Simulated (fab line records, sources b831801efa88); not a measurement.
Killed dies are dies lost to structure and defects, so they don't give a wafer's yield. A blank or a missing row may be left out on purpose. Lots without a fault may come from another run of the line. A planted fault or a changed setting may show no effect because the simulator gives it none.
Problem report in the 8D (eight disciplines) form, filled by code | flow sky130 | the parts of the form that need people (team, actions taken, sign-off) are left out

1. THE PROBLEM
oes_product_au at SKY_VIA2_ETCH_15 reads a mean of 0.998 a.u. on 1 wafer of 1 lot; wafers without a fault read 0.939 a.u. with a standard deviation of 0.0044. That is +13 standard deviations from the usual mean.
The step: etches SiO2 in C4F8/O2/Ar, stops on TiN, target depth 546 nm, time 84 s.
First seen on wafer L809.4, day 39 02:07, on rie_diel-01. The record holds 33 wafers of 11 lots with a number at this step. Rule for "out", or "out of limits": more than 4 standard deviations from the usual mean. The other wafers with a number count as sound.

2. WHAT IT IS AND WHAT IT IS NOT
question                    | is                | is not
which readings at this step | oes_product_au    | chamber_pressure_mTorr, rf_fwd_power_W
which lots                  | L809              | L804, L805, L806, L807, L817, L818, L819, L820, L821, L822
which wafers of those lots  | L809.4            | L809.5, L809.6
read on which tools         | rie_diel-01       | rie_diel-03, rie_diel-04
when                        | from day 39 02:07 | up to then (14 sound wafers); but 18 sound wafers of L817, L818, L819, L820, L821, L822 came after

3. SUSPECTS, AND WHAT RULES EACH OUT
Counting: a tool at a process step up to the reading stays a suspect if it ran every lot that is out. Sound lots after the first of them don't rule it out here, since some wafers of a struck lot are sound.
- rie_diel-04 at SKY_CONTACT_ETCH_16 (etches BARC in N2/H2, stops on SiO2, time 45.9 s, target depth 60 nm): kept. It ran the lot that is out, L809 (day 34 11:42); its last sound lot up to then is L805 (day 33 00:26).
- cmp-02 at SKY_VIA2_CMP_02 (polishes SiO2): kept. It ran the lot that is out, L809 (day 37 23:50); its last sound lot up to then is L807 (day 37 13:31).
- rie_diel-01 at SKY_VIA2_ETCH_15 (etches SiO2 in C4F8/O2/Ar, stops on TiN, target depth 546 nm, time 84 s): kept. It ran the lot that is out, L809 (day 39 02:07); its last sound lot up to then is L804 (day 37 09:23). Its own readings are out on those wafers: oes_product_au.
- Within rie_diel-04 at SKY_CONTACT_ETCH_16: the wafers that are out ran in chamber 1; their sound lot-mates ran in chambers 2, 3.
- Within cmp-02 at SKY_VIA2_CMP_02: the wafers that are out ran in chamber 3; their sound lot-mates ran in chambers 0, 1.
- Within rie_diel-01 at SKY_VIA2_ETCH_15: the wafers that are out ran in chamber 1; their sound lot-mates ran in chambers 2, 3.
Left after counting: rie_diel-04 at SKY_CONTACT_ETCH_16, cmp-02 at SKY_VIA2_CMP_02, rie_diel-01 at SKY_VIA2_ETCH_15.

4. THE CAUSE (what the simulator had put in)
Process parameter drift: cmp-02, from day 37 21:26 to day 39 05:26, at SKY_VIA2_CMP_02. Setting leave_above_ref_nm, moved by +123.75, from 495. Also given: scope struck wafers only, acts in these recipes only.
Counting left 3 suspects, and this tool is among them.

5. THE CHAIN OF EFFECTS, in route order
Each row: a reading whose mean over the struck wafers that have a number lies more than 3 standard deviations from the usual. Only readings for which the record gives a usual standard deviation are gone through. hours: the time from each lot's start at the first step in this table that gives one to its start at this step, as a median over the lots. sigmas: the change in usual standard deviations.
hours | step             | reading        | usual      | on struck wafers | change | sigmas
0     | SKY_VIA2_ETCH_15 | oes_product_au | 0.939 a.u. | 0.998            | +0.059 | +13
The process steps in it:
- SKY_VIA2_ETCH_15: etches SiO2 in C4F8/O2/Ar, stops on TiN, target depth 546 nm, time 84 s.
Later measuring or inspecting steps at which every struck wafer that the step has a row for has a number for every such reading, and none has moved that far: SKY_CAPM_OVL_MEAS_12.

6. WHAT WOULD HAVE CAUGHT IT SOONER
In this record the first reading out of limits was taken at day 39 02:07, 29 hours after the fault began at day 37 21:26.
Of the tool readings at SKY_VIA2_CMP_02 for which the record gives a usual standard deviation, none was out on any struck wafer, so an alarm limit of 4 standard deviations on them would not have fired.
All the lots that are out (1) had begun SKY_VIA2_CMP_02 on cmp-02 by day 39 02:07. A hold on the tool at that time would have spared none of them.
